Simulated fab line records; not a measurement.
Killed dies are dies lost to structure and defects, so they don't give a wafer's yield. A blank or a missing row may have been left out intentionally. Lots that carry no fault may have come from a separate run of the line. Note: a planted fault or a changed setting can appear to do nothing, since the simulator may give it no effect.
Which tool was responsible? ; flow gf180mcu ; 13 lots with 39 wafers sampled at 6 steps, on a route of 602 steps

== WHAT THE GAUGES READ, wafer by wafer ==
GF_STI_BOW_MEAS_00.
lot;measured;on;INCOMING_BOW (um)
L772;day 1 10:00;film metro-03;-6 5 1
L773;day 1 15:00;film metro-03;-7 1 -6
L774;day 1 20:01;film metro-02;-13 2 -3
L776;day 2 06:00;film metro-02;5 5 3
L777;day 2 11:00;film metro-03;-12 2 1
L779;day 2 21:00;film metro-03;1 -2 -2
L780;day 3 02:00;film metro-03;7 -4 -2
L781;day 3 07:00;film metro-03;3 -7 10
L784;day 3 22:00;film metro-04;7 -12 -2
L785;day 4 03:00;film metro-02;-2 -16 -1
L786;day 4 08:00;film metro-02;0 3 -9
L787;day 4 13:00;film metro-02;-10 -1 -1
L792;day 5 14:00;film metro-02;5 -10 2

GF_STI_THK_MEAS_04.
lot;measured;on;STI_CVD_03_THK (nm)
L772;day 1 13:34;film metro-02;205.8 205.4 204.8
L773;day 1 18:44;film metro-04;206.4 204.8 203.9
L774;day 1 23:34;film metro-04;203.9 204.7 205.6
L776;day 2 11:08;film metro-03;204.6 204.8 204.4
L777;day 2 15:29;film metro-02;204.4 204.0 203.9
L779;day 3 03:23;film metro-04;207.1 205.7 206.8
L780;day 3 06:54;film metro-02;211.6 211.4 212.5
L781;day 3 10:34;film metro-02;208.0 209.3 207.5
L784;day 4 05:52;film metro-04;409.5 409.6 411.2
L785;day 4 14:39;film metro-02;417.0 418.4 415.7
L786;day 4 13:30;film metro-04;209.3 207.7 209.2
L787;day 4 17:08;film metro-02;207.0 207.6 207.1
L792;day 5 18:24;film metro-03;205.1 205.1 205.8

GF_VT_IMPLANT_RS_MEAS_47: uses a four-point probe to measure.
lot;measured;on;NWELL_RS (ohm/sq)
L772;day 7 16:53;film metro-04;488.1 486.2 487.3
L773;day 7 20:46;film metro-01;488.2 486.6 487.2
L774;day 8 03:49;film metro-01;488.6 488.7 486.7
L776;day 8 19:53;film metro-03;486.4 486.9 486.2
L777;day 9 01:07;film metro-04;487.7 487.3 487.3
L779;day 9 15:46;film metro-03;487.5 488.1 488.2
L780;day 9 23:41;film metro-03;488.5 488.6 487.4
L781;day 10 08:11;film metro-01;489.7 489.3 489.2
L786;day 11 14:50;film metro-04;487.1 487.2 487.1
L787;day 11 17:47;film metro-04;488.2 489.1 488.0
L792;day 13 07:46;film metro-01;487.1 489.0 487.3

GF_POLY_GATE_OVL_MEAS_11.
lot;measured;on;POLY_GATE_OVL (nm)
L772;day 9 07:14;overlay-02;1 5 -3
L773;day 9 12:46;overlay-01;2 8 7
L774;day 9 19:24;overlay-01;-6 6 3
L776;day 10 13:05;overlay-02;15 12 11
L777;day 10 18:25;overlay-01;6 0 6
L779;day 11 10:58;overlay-01;0 2 13
L780;day 11 19:31;overlay-01;4 6 6
L781;day 12 02:49;overlay-02;10 5 7
L786;day 13 12:50;overlay-01;3 2 3
L787;day 13 17:28;overlay-01;-1 -2 7
L792;day 15 08:20;overlay-02;-10 3 -8

== WHAT TOOL EACH LOT RAN ON (gives the tool, then ch and the chambers of the sampled wafers, and finally the start) ==
lot;GF_STI_CVD_03;GF_STI_ETCH_13
L772;lpcvd-01 ch 1, day 1 11:34;rie diel-03 ch 0,1,2, day 2 01:20
L773;lpcvd-02 ch 1, day 1 16:44;rie diel-03 ch 0,1,3, day 2 06:23
L774;lpcvd-02 ch 0, day 1 21:34;rie diel-02 ch 1,2, day 2 11:11
L776;lpcvd-02 ch 1, day 2 09:09;rie diel-01 ch 0,2,3, day 2 23:38
L777;lpcvd-02 ch 0, day 2 13:30;rie diel-03 ch 1,2,3, day 3 04:05
L779;lpcvd-02 ch 0, day 3 01:24;rie diel-01 ch 0,1, day 3 16:02
L780;lpcvd-01 ch 1, day 3 03:55;rie diel-02 ch 0,2,3, day 3 19:53
L781;lpcvd-01 ch 1, day 3 08:34;rie diel-02 ch 0,1, day 4 00:08
L784;lpcvd-02 ch 1, day 4 01:43;rie diel-02 ch 1,2,3, day 4 16:53
L785;lpcvd-02 ch 1, day 4 09:00 and lpcvd-01 ch 1, day 4 12:40;rie diel-01 ch 1,2, day 5 01:17
L786;lpcvd-02 ch 1, day 4 11:31;rie diel-03 ch 1,2, day 5 03:17
L787;lpcvd-01 ch 0, day 4 15:10;rie diel-03 ch 1,2,3, day 5 07:47
L792;lpcvd-02 ch 0, day 5 16:25;rie diel-01 ch 0,1,3, day 6 09:38
- GF_STI_CVD_03: deposits Si3N4 from DCS/NH3, target thk 207.16 nm, time 3551 s.
- GF_STI_ETCH_13: etches the open film in CHF3/O2, stops on Si, target depth 282.31 nm, time 112.9 s.

== WHAT THE TOOLS THEMSELVES READ (means of the sampled wafers that have a number; where no wafer has one, the mark that the record gives instead) ==
GF_STI_CVD_03.
lot;tool;pressure mtorr (mTorr);spike tc centre C (C);zone power centre pct (%)
L772;lpcvd-01;249.5;768.8;15.8
L773;lpcvd-02;249.8;769.4;13.8
L774;lpcvd-02;249.7;768.4;13.8
L776;lpcvd-02;250.3;770.1;13.9
L777;lpcvd-02;250.5;768.3;13.7
L779;lpcvd-02;249.5;769.0;13.8
L780;lpcvd-01;250.4;768.9;15.8
L781;lpcvd-01;249.8;770.5;15.9
L784;lpcvd-02;250.7;770.5;13.8
L785;lpcvd-02/lpcvd-01;249.7;770.3;14.9
L786;lpcvd-02;250.0;770.8;13.8
L787;lpcvd-01;249.9;769.3;15.0
L792;lpcvd-02;250.0;768.7;13.6

GF_STI_ETCH_13.
lot;tool;drypump motor current A (A);oes product au (a.u.);throttle valve pct (%)
L772;rie diel-03;5.6;0.828;8.804
L773;rie diel-03;5.4;0.824;8.801
L774;rie diel-02;5.4;0.828;8.813
L776;rie diel-01;5.9;0.823;8.803
L777;rie diel-03;5.3;0.825;8.808
L779;rie diel-01;5.7;0.830;8.806
L780;rie diel-02;5.8;0.848;8.815
L781;rie diel-02;5.7;0.834;8.818
L784;rie diel-02;5.4;1.005;8.868
L785;rie diel-01;6.1;1.019;8.865
L786;rie diel-03;5.5;0.841;8.812
L787;rie diel-03;5.3;0.837;8.806
L792;rie diel-01;5.7;0.825;8.807

== THE ANSWER, worked out from the rows above alone ==
Rule: what is usual is taken from the lots themselves. Put in order of their means at a reading, lots are off if they are a third of the lots or fewer, leave a main group of 4 or more, and stand apart from it by a gap of 3 or more times the standard deviation of the main group's means; of several such gaps the widest counts. If all means in a main group match to the digits the tables above print for the reading, that group is not used. Also off: a lot with no number at a reading for which 4 or more lots have one. All remaining lots with rows at the step are treated as sound. First the gauges in route order, then the tools' own readings, where a lot's mean is used as printed above. At the first step where some lot is off, the reading lying furthest off is the one used; lots without a number count as furthest.
Off: at GF_STI_THK_MEAS_04 (STI_CVD_03_THK), L784, L785. The main group: mean 206.5 nm, standard deviation 2.2.
A tool fits if, at a process step before that reading, it ran every lot that is off, and no sound lot after the first of them. Not tried: the gauges at GF_STI_THK_MEAS_04; whatever is off there is also off at GF_STI_ETCH_13, on other tools, and gauge error can't account for it. None of those tried fits.

== WHAT THE SIMULATOR PUT IN ==
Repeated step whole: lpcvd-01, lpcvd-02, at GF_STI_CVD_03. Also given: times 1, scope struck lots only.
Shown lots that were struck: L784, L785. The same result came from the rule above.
